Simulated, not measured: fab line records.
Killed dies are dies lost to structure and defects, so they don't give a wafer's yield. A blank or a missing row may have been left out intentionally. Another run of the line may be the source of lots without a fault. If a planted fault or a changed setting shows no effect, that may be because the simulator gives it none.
What tool caused it?	flow gf180mcu	14 lots, 42 wafers sampled, at 3 steps of a route of 602

## WHAT THE GAUGES READ, wafer by wafer
GF_V3_THK_MEAS_25: measures by xrf. Usual: for V3_W_THK the level is 354 nm and the standard deviation is 5.7.
lot	measured	on	V3_W_THK (nm)	flag
L862	day 23 08:50	film metro-04	351 349 349	
L863	day 23 13:03	film metro-04	347 344 350	
L864	day 23 19:25	film metro-01	355 353 356	
L865	day 24 05:14	film metro-03	354 360 363	
L866	day 24 16:11	film metro-01	365 355 366	
L867	day 24 17:52	film metro-01	357 359 359	
L876	day 27 19:45	film metro-03	354 354 356	
L877	day 28 03:22	film metro-04	351 360 349	
L878	day 28 09:29	film metro-03	350 345 355	
L879	day 28 18:18	film metro-04	358 363 351	
L880	day 29 02:01	film metro-03	354 348 352	
L881	day 29 08:42	film metro-01	351 354 353	
L882	day 29 10:09	film metro-04	353 349 356	
L883	day 29 17:57	film metro-03	351 352 346	

GF_M4_OVL_MEAS_15. Usual: for M4_OVL the level is -2 nm and the standard deviation is 5.7.
lot	measured	on	M4_OVL (nm)	flag
L862	day 24 08:07	overlay-02	-5 -2 2	
L863	day 24 11:37	overlay-02	6 7 6	
L864	day 24 17:31	overlay-02	-1 1 -2	
L865	day 25 03:13	overlay-02	-2 1 6	
L866	day 25 14:10	overlay-02	-11 -1 -7	
L867	day 25 16:25	overlay-02	-4 -16 -9	
L876	day 28 15:52	overlay-02	6 0 2	
L877	day 28 23:59	overlay-01	0 -6 2	
L878	day 29 05:49	overlay-01	-5 -1 -7	
L879	day 29 14:21	overlay-01	4 -5 -1	
L880	day 29 21:37	overlay-01	5 9 7	
L881	day 30 03:52	overlay-02	2 2 -1	
L882	day 30 05:31	overlay-01	6 2 11	
L883	day 30 12:58	overlay-02	-7 -8 3	

GF_V5_OVL_MEAS_15. Usual: for V5_OVL the level is -2 nm and the standard deviation is 4.7.
lot	measured	on	V5_OVL (nm)	flag
L862	day 28 01:10	overlay-01	4 6 6	
L863	day 28 03:37	overlay-02	-3 -9 -3	
L864	day 28 08:20	overlay-02	-3 6 -4	
L865	day 28 16:49	overlay-02	1 -5 -7	
L866	day 29 03:55	overlay-01	-6 -4 -1	
L867	day 29 06:01	overlay-02	-8 -4 -8	
L876	day 31 22:58	overlay-01	-1 -10 -5	
L877	day 32 06:11	overlay-01	-2 3 1	
L878	day 32 10:25	overlay-02	-2 0 -2	
L879	day 32 17:07	overlay-02	-9 0 -4	
L880	day 32 23:53	overlay-01	0 -1 -2	
L881	day 33 05:10	overlay-02	-4 -1 -7	
L882	day 33 07:01	overlay-01	0 -5 -3	
L883	day 33 13:16	overlay-01	1 4 3	

## WHICH TOOL RAN EACH LOT (tool, then ch and the chambers of the sampled wafers, then the start)
No process step before these readings appears in the record.

## WHAT THE TOOLS THEMSELVES READ (means of the sampled wafers that have a number; where no wafer has one, the mark that the record gives instead)
The record holds no such reading with a usual standard deviation.

## THE ANSWER, worked out from the rows above alone
Rule: lot off if the mean of its wafers having a number is beyond 3 standard deviations from the usual mean. Also off: a lot with no number at a reading for which 4 or more lots have one. Any other lot the step has rows for is counted as sound. Order of review: gauges by route order, followed by the tools' own readings, for which a lot's mean as printed above is used. The first step at which some lot is off is used, and at that step the reading that is off furthest; a lot without a number counts as furthest.
None of the lots is off at any reading shown; this tells nothing.

## WHAT THE SIMULATOR HAD INSERTED
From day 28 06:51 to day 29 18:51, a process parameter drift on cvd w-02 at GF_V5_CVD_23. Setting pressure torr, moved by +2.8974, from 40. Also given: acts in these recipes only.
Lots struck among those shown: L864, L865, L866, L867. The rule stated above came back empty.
